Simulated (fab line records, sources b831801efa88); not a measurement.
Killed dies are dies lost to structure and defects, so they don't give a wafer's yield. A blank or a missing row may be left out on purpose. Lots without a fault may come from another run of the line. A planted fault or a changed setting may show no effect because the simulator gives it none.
Which tool did it? | flow sky130 | 13 lots, 39 wafers sampled, at 5 steps of a route of 708

WHAT THE GAUGES READ, wafer by wafer
SKY_PWDE_TW_MEAS_10. Usual: PWDE_TW 371.0, standard deviation 2.1.
lot  | measured    | on            | PWDE_TW           | flag
L608 | day 4 03:08 | film_metro-03 | 368.3 367.4 366.9 |
L609 | day 4 07:05 | film_metro-03 | 367.3 367.6 367.5 |
L614 | day 5 15:26 | film_metro-01 | 372.4 372.1 372.1 |
L619 | day 6 19:33 | film_metro-03 | 368.2 367.3 366.5 |
L620 | day 7 00:10 | film_metro-03 | 368.2 369.9 369.8 |
L621 | day 7 04:11 | film_metro-04 | 372.4 372.2 372.6 |
L622 | day 7 08:23 | film_metro-04 | 373.2 372.0 373.0 |
L623 | day 7 14:27 | film_metro-03 | 367.1 370.3 368.3 |
L624 | day 7 19:32 | film_metro-04 | 371.5 371.4 375.8 |
L626 | day 8 07:49 | film_metro-04 | 372.9 372.2 371.1 |
L628 | day 8 18:53 | film_metro-01 | 370.1 372.5 370.0 |
L629 | day 9 01:55 | film_metro-03 | 369.2 373.2 370.4 |
L630 | day 9 04:40 | film_metro-01 | 371.6 368.9 370.6 |

SKY_NWELL_RS_MEAS_29: measures by four-point-probe. Usual: NWELL_RS 625.6 ohm/sq, standard deviation 1.7.
lot  | measured     | on            | NWELL_RS (ohm/sq) | flag
L608 | day 5 18:43  | film_metro-04 | 607.4 606.3 607.4 | OFF
L609 | day 6 00:16  | film_metro-04 | 608.3 606.1 606.8 | OFF
L614 | day 7 11:23  | film_metro-04 | 626.0 628.2 626.6 |
L619 | day 8 18:08  | film_metro-04 | 608.0 608.3 606.7 | OFF
L620 | day 8 22:39  | film_metro-04 | 624.8 625.5 624.6 |
L621 | day 9 01:40  | film_metro-01 | 624.4 622.7 624.1 |
L622 | day 9 07:01  | film_metro-04 | 627.5 625.9 625.4 |
L623 | day 9 13:45  | film_metro-04 | 626.9 627.4 628.1 |
L624 | day 9 19:34  | film_metro-04 | 627.3 629.1 629.1 |
L626 | day 10 06:55 | film_metro-04 | 628.1 625.6 627.0 |
L628 | day 10 17:59 | film_metro-03 | 624.3 623.6 623.4 |
L629 | day 11 00:52 | film_metro-03 | 627.2 627.1 626.8 |
L630 | day 11 02:41 | film_metro-03 | 626.9 623.9 624.8 |

SKY_NWELL_RS_MEAS_31: measures by four-point-probe. Usual: PWDE_RS 5280 ohm/sq, standard deviation 16.
lot  | measured     | on            | PWDE_RS (ohm/sq) | flag
L608 | day 5 18:57  | film_metro-04 | 5313 5300 5309   |
L609 | day 6 00:30  | film_metro-04 | 5314 5293 5295   |
L614 | day 7 11:38  | film_metro-04 | 5289 5283 5277   |
L619 | day 8 18:22  | film_metro-04 | 5270 5271 5283   |
L620 | day 8 22:53  | film_metro-04 | 5286 5285 5289   |
L621 | day 9 01:54  | film_metro-01 | 5273 5263 5285   |
L622 | day 9 07:16  | film_metro-04 | 5283 5267 5262   |
L623 | day 9 13:59  | film_metro-04 | 5285 5273 5270   |
L624 | day 9 19:48  | film_metro-04 | 5271 5283 5276   |
L626 | day 10 07:09 | film_metro-04 | 5303 5279 5293   |
L628 | day 10 18:13 | film_metro-03 | 5298 5277 5272   |
L629 | day 11 01:07 | film_metro-03 | 5256 5254 5277   |
L630 | day 11 02:56 | film_metro-03 | 5251 5262 5246   |

WHICH TOOL RAN EACH LOT (tool, then ch and the chambers of the sampled wafers, then the start)
lot  | SKY_NWELL_IMPLANT_13            | SKY_NWELL_RTA_28
L608 | implanter-04 ch 0, day 4 22:38  | rtp_anneal-02 ch 0, day 5 18:37
L609 | implanter-02 ch 0, day 5 03:17  | rtp_anneal-01 ch 0, day 6 00:10
L614 | implanter-02 ch 0, day 6 13:00  | rtp_anneal-01 ch 0, day 7 11:17
L619 | implanter-03 ch 0, day 7 18:17  | rtp_anneal-01 ch 0, day 8 18:01
L620 | implanter-04 ch 0, day 7 22:41  | rtp_anneal-01 ch 0, day 8 22:32
L621 | implanter-04 ch 0, day 8 02:44  | rtp_anneal-02 ch 0, day 9 01:34
L622 | implanter-02 ch 0, day 8 06:32  | rtp_anneal-01 ch 0, day 9 06:55
L623 | implanter-04 ch 0, day 8 13:44  | rtp_anneal-01 ch 0, day 9 13:39
L624 | implanter-02 ch 0, day 8 19:17  | rtp_anneal-02 ch 0, day 9 19:27
L626 | implanter-03 ch 0, day 9 07:14  | rtp_anneal-01 ch 0, day 10 06:48
L628 | implanter-03 ch 0, day 9 18:57  | rtp_anneal-01 ch 0, day 10 17:53
L629 | implanter-03 ch 0, day 10 01:43 | rtp_anneal-01 ch 0, day 11 00:46
L630 | implanter-03 ch 0, day 10 03:52 | rtp_anneal-02 ch 0, day 11 02:35
- SKY_NWELL_IMPLANT_13
- SKY_NWELL_RTA_28: time 30 s.

WHAT THE TOOLS THEMSELVES READ (means of the sampled wafers that have a number; where no wafer has one, the mark that the record gives instead)
SKY_NWELL_IMPLANT_13. Usual: beam_on_s 9.97 s, standard deviation 0.22; end_station_pressure_torr 4.96e-06 Torr, standard deviation 2.8e-07.
lot  | tool         | beam_on_s (s) | end_station_pressure_torr (Torr) | flag
L608 | implanter-04 | 10.01         | 4.83e-06                         |
L609 | implanter-02 | 9.79          | 4.96e-06                         |
L614 | implanter-02 | 9.95          | 5.19e-06                         |
L619 | implanter-03 | 9.93          | 4.99e-06                         |
L620 | implanter-04 | 10.04         | 5.04e-06                         |
L621 | implanter-04 | 10.32         | 4.93e-06                         |
L622 | implanter-02 | 9.94          | 4.65e-06                         |
L623 | implanter-04 | 9.91          | 4.91e-06                         |
L624 | implanter-02 | 10.08         | 4.94e-06                         |
L626 | implanter-03 | 10.00         | 4.99e-06                         |
L628 | implanter-03 | 10.10         | 5.07e-06                         |
L629 | implanter-03 | 9.99          | 4.73e-06                         |
L630 | implanter-03 | 10.09         | 4.90e-06                         |

SKY_NWELL_RTA_28. Usual: lamp_power_pct 25.31 %, standard deviation 0.054; wafer_temp_C_max 1055.0, standard deviation 1.
lot  | tool          | lamp_power_pct (%) | wafer_temp_C_max | flag
L608 | rtp_anneal-02 | 25.29              | 1054.7           |
L609 | rtp_anneal-01 | 25.36              | 1054.3           |
L614 | rtp_anneal-01 | 25.31              | 1053.8           |
L619 | rtp_anneal-01 | 25.30              | 1055.0           |
L620 | rtp_anneal-01 | 25.32              | 1054.2           |
L621 | rtp_anneal-02 | 25.30              | 1055.4           |
L622 | rtp_anneal-01 | 25.27              | 1055.7           |
L623 | rtp_anneal-01 | 25.26              | 1056.6           |
L624 | rtp_anneal-02 | 25.29              | 1055.1           |
L626 | rtp_anneal-01 | 25.31              | 1055.4           |
L628 | rtp_anneal-01 | 25.30              | 1054.2           |
L629 | rtp_anneal-01 | 25.35              | 1054.4           |
L630 | rtp_anneal-02 | 25.37              | 1055.0           |

THE ANSWER, worked out from the rows above alone
Rule: a lot is off if the mean of its wafers that have a number lies more than 3 standard deviations from the usual mean. A lot without any number at a reading at which 4 lots or more have one is off too. The other lots that the step has rows for count as sound. The gauges are gone through in route order, then the tools' own readings, and for those a lot's mean is taken as printed above. The first step at which some lot is off is used, and at that step the reading that is off furthest; a lot without a number counts as furthest.
Off: L608, L609, L619, at SKY_NWELL_RS_MEAS_29 (NWELL_RS).
A tool fits if, at a process step before that reading, it ran every lot that is off, and no sound lot after the first of them. The gauges at SKY_NWELL_RS_MEAS_29 are tried like those tools. None of those tried fits.

WHAT THE SIMULATOR HAD PUT IN
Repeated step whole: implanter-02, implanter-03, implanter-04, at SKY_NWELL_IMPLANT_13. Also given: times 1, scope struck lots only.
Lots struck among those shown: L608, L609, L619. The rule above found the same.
